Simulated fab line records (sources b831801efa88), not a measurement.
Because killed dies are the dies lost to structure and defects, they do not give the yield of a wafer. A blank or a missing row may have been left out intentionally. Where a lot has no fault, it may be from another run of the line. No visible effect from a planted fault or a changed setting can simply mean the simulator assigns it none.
Code-filled problem report in 8D (eight disciplines) form    flow sky130    the parts of the form that need people (team, actions taken, sign-off) are left out

1. THE ISSUE
Mean of run_length_s at SKY_FIELD_ISO_ETCH_17: 111.7 s across 3 wafers in 3 lots; on wafers with no fault it is 125.9 s (standard deviation 0.52). That is -27 standard deviations from the usual mean.
The step: etches Si in HBr/Cl2/O2, target depth 342 nm, time 97.7 s.
Earliest sighting: wafer L356.4 on rie_si-02 at day 5 01:28. The record holds 20 wafers of 7 lots with a number at this step. The rule behind "out" and "out of limits": a value lying over 4 standard deviations away from the usual mean. The rest of the wafers with a number are treated as sound.

2. WHAT THIS IS AND IS NOT
question                     is                      is not
which readings at this step  run_length_s            drypump_motor_current_A, he_backside_leak_sccm, oes_product_au, throttle_valve_pct
which lots                   L356, L358, L359        L346, L347, L364, L366
which wafers of those lots   L356.4, L358.4, L359.2  L356.3, L358.5, L358.6, L359.1, L359.6
read on which tools          rie_si-02               rie_si-01
when                         from day 5 01:28        up to then (7 sound wafers); but 10 sound wafers of L358, L359, L364, L366 came after

3. THE SUSPECTS, EACH WITH WHAT RULES IT OUT
Counting: a tool at a process step up to the reading stays a suspect if it ran every lot that is out. Sound lots after the first of them don't rule it out here, since some wafers of a struck lot are sound.
- rie_si-02 at SKY_FIELD_ISO_ETCH_17 (etches Si in HBr/Cl2/O2, target depth 342 nm, time 97.7 s): kept. Every lot that is out went through it, the first being L356 (day 5 01:28); the last sound lot it ran before that was L347 (day 3 04:16). Its own run_length_s readings are out on those wafers.
After counting, what remains is rie_si-02 at SKY_FIELD_ISO_ETCH_17.

4. THE CAUSE (what the simulator had put in)
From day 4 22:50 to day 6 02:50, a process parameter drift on rie_si-02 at SKY_FIELD_ISO_ETCH_17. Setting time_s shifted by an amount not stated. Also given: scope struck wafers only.
This tool alone remained once counting was done.

5. THE EFFECT CHAIN, in route order
One row per reading whose mean, taken over the struck wafers that have a number, lies over 3 standard deviations from the usual. Only readings whose record carries a usual standard deviation are examined. hours: median over the lots of the time between each lot's start at the first step of this table that gives one and its start at this step. sigmas: the change, counted in usual standard deviations.
hours  step                   reading       usual    on struck wafers  change  sigmas
0      SKY_FIELD_ISO_ETCH_17  run_length_s  125.9 s  111.7             -14.2   -27
The process steps in it:
- SKY_FIELD_ISO_ETCH_17: etches Si in HBr/Cl2/O2, target depth 342 nm, time 97.7 s.
Readings that are blank on the struck wafers while sound wafers have them: bias_w at SKY_FIELD_ISO_ETCH_17.

6. WHAT WOULD HAVE CAUGHT IT SOONER
3 hours passed between the start of the fault at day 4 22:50 and the first reading out of limits in this record, taken at day 5 01:28.
